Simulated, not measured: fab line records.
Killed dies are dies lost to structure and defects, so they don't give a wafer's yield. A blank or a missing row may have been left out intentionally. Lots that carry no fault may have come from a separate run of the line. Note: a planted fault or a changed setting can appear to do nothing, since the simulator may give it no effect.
Which tool was responsible? | flow sky130 | 7 lots, 21 wafers sampled, at 1 step of a route of 708

WHAT EACH GAUGE READ, for each wafer
SKY_CONTACT_THK_MEAS_26: measures by xrf.
lot  | measured     | on            | CONTACT_W_THK (nm)
L969 | day 32 05:44 | film-metro-03 | 329 326 325
L972 | day 33 05:29 | film-metro-04 | 329 327 328
L974 | day 33 16:38 | film-metro-02 | 321 316 322
L977 | day 34 18:01 | film-metro-02 | 328 327 323
L980 | day 35 17:21 | film-metro-04 | 329 330 327
L982 | day 36 09:51 | film-metro-02 | 324 324 323
L991 | day 38 17:43 | film-metro-04 | 323 323 322

TOOL THAT RAN EACH LOT (tool first, then ch and the chambers of the sampled wafers, then the start)
The record holds no process step before these readings.

THE ANSWER, worked out from the rows above alone
Rule: usual is defined by the lots themselves. The widest of any qualifying gaps counts: lots, ordered by their means at a reading, are off when they make up no more than a third of the lots, leave a main group of 4 or more, and stand apart from it by 3 or more times the standard deviation of that group's means. A main group whose means are all the same, to the digits that the tables above print for the reading, isn't used. Also off: a lot with no number at a reading for which 4 or more lots have one. All remaining lots with rows at the step are treated as sound.
No lot is off at any reading shown: from this, nothing can be told.

WHAT THE SIMULATOR PUT IN
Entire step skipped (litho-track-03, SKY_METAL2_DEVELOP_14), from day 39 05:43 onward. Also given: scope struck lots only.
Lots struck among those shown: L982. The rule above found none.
